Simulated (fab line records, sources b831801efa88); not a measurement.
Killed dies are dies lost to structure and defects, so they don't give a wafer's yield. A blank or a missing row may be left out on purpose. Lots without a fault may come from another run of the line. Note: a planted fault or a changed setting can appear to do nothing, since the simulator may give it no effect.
What tool caused it?    flow gf180mcu    11 lots, 33 wafers sampled, at 5 steps of a route of 602

## WHAT EACH GAUGE READ, for each wafer
GF_V3_OVL_MEAS_15.
lot   measured      on          V3_OVL (nm)
L338  day 22 08:07  overlay-02  8 10 5
L340  day 23 03:58  overlay-02  -1 1 4
L341  day 23 11:22  overlay-02  -5 -3 -12
L343  day 24 12:22  overlay-02  2 -3 2
L345  day 24 21:18  overlay-01  -3 0 -6
L351  day 27 02:07  overlay-01  -2 5 -1
L352  day 27 05:14  overlay-01  8 -2 3
L353  day 27 11:18  overlay-02  9 -6 4
L355  day 28 01:47  overlay-01  6 2 1
L356  day 28 14:02  overlay-02  -5 5 8
L357  day 28 21:21  overlay-02  1 13 8

## TOOL THAT RAN EACH LOT (tool first, then ch and the chambers of the sampled wafers, then the start)
lot   GF_M2_METAL_ETCH_16                GF_M2_STRIP_17                        GF_M3_STRIP_17                        GF_V3_CMP_04
L338  rie metal-03 ch 0, day 19 03:05    plasma asher-01 ch 0,1, day 19 03:13  plasma asher-03 ch 0, day 21 06:29    cmp-02 ch 0,2, day 21 07:38
L340  rie metal-03 ch 0,1, day 20 00:57  plasma asher-03 ch 0,1, day 20 01:05  plasma asher-01 ch 0,1, day 22 03:58  cmp-02 ch 0,3, day 22 04:53
L341  rie metal-02 ch 0,1, day 20 09:10  plasma asher-03 ch 0,1, day 20 09:17  plasma asher-04 ch 0,1, day 22 11:25  cmp-01 ch 0,1,3, day 22 12:22
L343  rie metal-01 ch 0,1, day 21 11:17  plasma asher-03 ch 0,1, day 21 11:25  plasma asher-04 ch 0,1, day 23 12:23  cmp-01 ch 0,1, day 23 13:11
L345  rie metal-02 ch 0,1, day 21 20:53  plasma asher-02 ch 0,1, day 21 21:01  plasma asher-03 ch 0,1, day 23 22:25  cmp-02 ch 0,1,2, day 23 23:25
L351  rie metal-01 ch 0, day 24 05:31    plasma asher-01 ch 0,1, day 24 05:44  plasma asher-03 ch 0,1, day 26 03:58  cmp-01 ch 0,2, day 26 04:54
L352  rie metal-03 ch 0, day 24 09:46    plasma asher-01 ch 1, day 24 09:54    plasma asher-04 ch 0,1, day 26 07:04  cmp-01 ch 2,3, day 26 07:52
L353  rie metal-03 ch 0,1, day 24 17:31  plasma asher-01 ch 0,1, day 24 17:39  plasma asher-04 ch 0,1, day 26 13:53  cmp-01 ch 0,2,3, day 26 14:46
L355  rie metal-03 ch 0,1, day 25 07:19  plasma asher-01 ch 0,1, day 25 07:27  plasma asher-04 ch 0,1, day 27 04:35  cmp-01 ch 1,2,3, day 27 05:23
L356  rie metal-02 ch 0,1, day 25 21:51  plasma asher-02 ch 0,1, day 25 21:59  plasma asher-01 ch 0, day 27 17:22    cmp-02 ch 0,1, day 27 18:12
L357  rie metal-03 ch 0,1, day 26 04:33  plasma asher-01 ch 0, day 26 04:41    plasma asher-03 ch 1, day 28 00:31    cmp-02 ch 0,2, day 28 01:25
- GF_M2_METAL_ETCH_16: etches the open film in Cl2/BCl3, stops on SiO2, target depth 750.8 nm, time 125.1 s.
- GF_M2_STRIP_17: strips in O2/N2.
- GF_M3_STRIP_17: strips in O2/N2.
- GF_V3_CMP_04: polishes SiO2.

## THE ANSWER, worked out from the rows above alone
Rule: the usual values come from the lots themselves. Put in order of their means at a reading, lots are off if they are a third of the lots or fewer, leave a main group of 4 or more, and stand apart from it by a gap of 3 or more times the standard deviation of the main group's means; of several such gaps the widest counts. A main group whose means are all the same, to the digits that the tables above print for the reading, isn't used. Also off: a lot with no number at a reading for which 4 or more lots have one. All remaining lots with rows at the step are treated as sound.
No lot is off at any reading shown: from this, nothing can be told.

## WHAT WAS PUT IN BY THE SIMULATOR
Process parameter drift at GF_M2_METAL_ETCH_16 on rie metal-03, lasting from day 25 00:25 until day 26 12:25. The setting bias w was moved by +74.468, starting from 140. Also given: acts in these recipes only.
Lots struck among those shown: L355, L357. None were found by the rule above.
